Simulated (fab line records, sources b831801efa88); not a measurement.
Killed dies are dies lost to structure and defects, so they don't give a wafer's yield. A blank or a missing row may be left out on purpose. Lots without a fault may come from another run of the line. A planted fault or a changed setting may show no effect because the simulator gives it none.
A struck lot beside a sound one | flow sfq_line | 13 steps out of a route of 325
Sound: wafers L540.2, L540.3, L540.5. Struck: wafers L548.1, L548.4, L548.5. The cause comes at the end.
At each step with rows: each side's tool, then ch and its chambers, then its first start. Under that, the readings that differ: sound wafers | struck wafers | difference of the means | sigmas: that difference in standard deviations of wafers without a fault.
alike: readings whose means differ by less than 2 such deviations, and words and numbers that are the same on both sides. not compared: withheld readings, readings that some wafer has no value for, bounds like >300 that may hide the same value, and numbers for which the record gives no deviation and whose values overlap.
The two part at a step that has a row with sigmas, a row that says differs or no value, or rows on one side only. Numbers that don't overlap but have no deviation are shown without sigmas and don't part them. A reading that every wafer of one side lacks parts them only if that side has two wafers or more.

SFQ_I2_OVL_MEAS_918:
  sound on overlay-02, day 31 13:10; struck on overlay-01, day 41 09:58
  alike: I2_OVL
SFQ_TRILAYER_I2_VIA_BARC_OPEN_VIA_ETCH_096: etches BARC in O2, target depth 125 nm, time 41.7 s.
  sound on rie_diel-03 ch 0,1,2, day 31 13:12; struck on rie_diel-02 ch 0,3, day 41 10:00
  alike: drypump_motor_current_A, oes_product_au
  not compared: rf_hours_counter_h
SFQ_TRILAYER_I2_VIA_ETCH_VIA_ETCH_070: etches SiO2 in CHF3, stops on Nb, target depth 260 nm.
  sound on rie_diel-03 ch 0,1,2, day 31 13:14; struck on rie_diel-02 ch 0,3, day 41 10:02
  alike: drypump_motor_current_A, oes_product_au
SFQ_TRILAYER_I2_VIA_STRIP_STRIP_071: strips in O2.
  sound on rie_metal-01 ch 0,1, day 31 13:21; struck on rie_metal-04 ch 0,1, day 41 10:10
  alike: drypump_motor_current_A, oes_product_au, platen_temp_c
  not compared: rf_hours_counter_h
then, 2 steps without rows for these wafers: SFQ_TRILAYER_I2_VIA_STRIP_SOLV_CLEAN_072 (cleans in NMP, time 600 s); SFQ_TRILAYER_M3_DEP_PRE_CLEAN_074 (time 22.5 s).
SFQ_TRILAYER_M3_DEP_SPUTTER_073: material Nb, target thk 200 nm, time 133.3 s.
  sound on pvd_sputter-04, day 31 14:09; struck on pvd_sputter-04, day 41 10:58
  alike: throttle_valve_pct
SFQ_M3_RS_MEAS_919: measures by four-point-probe.
  sound on film_metro-03, day 31 14:16; struck on film_metro-03, day 41 11:03
  alike: M3_NB_RS
then, 3 steps without rows for these wafers: SFQ_TRILAYER_M3_LITHO_COAT_080 (resist thk 62 nm); SFQ_TRILAYER_M3_LITHO_COAT_075 (resist thk 600 nm); SFQ_TRILAYER_M3_LITHO_SOFTBAKE_079.
-- the record jumps here: 6 days lie between the struck wafers' starts before and after --
SFQ_TRILAYER_M3_LITHO_EXPOSE_076: exposes mask M3, target cd 500 nm.
  sound on krf_scanner-02 ch 0, day 37 06:40; struck on krf_scanner-02, day 47 03:25
  no value came back on the struck wafers for exposure_dose_mJ_cm2, focus_offset_nm (nm), na; on the sound wafers exposure_dose_mJ_cm2 reads 14.382 14.394 14.406
  alike: mask
then, 1 step without rows for these wafers: SFQ_TRILAYER_M3_LITHO_PEB_078 (peb time 60 s).

WHERE THEY PART
Only at SFQ_TRILAYER_M3_LITHO_EXPOSE_076, within this record.

WHY: what the simulator had put in
Skipped step whole: krf_scanner-02, from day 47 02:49 on, at SFQ_TRILAYER_M3_LITHO_EXPOSE_076. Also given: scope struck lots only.
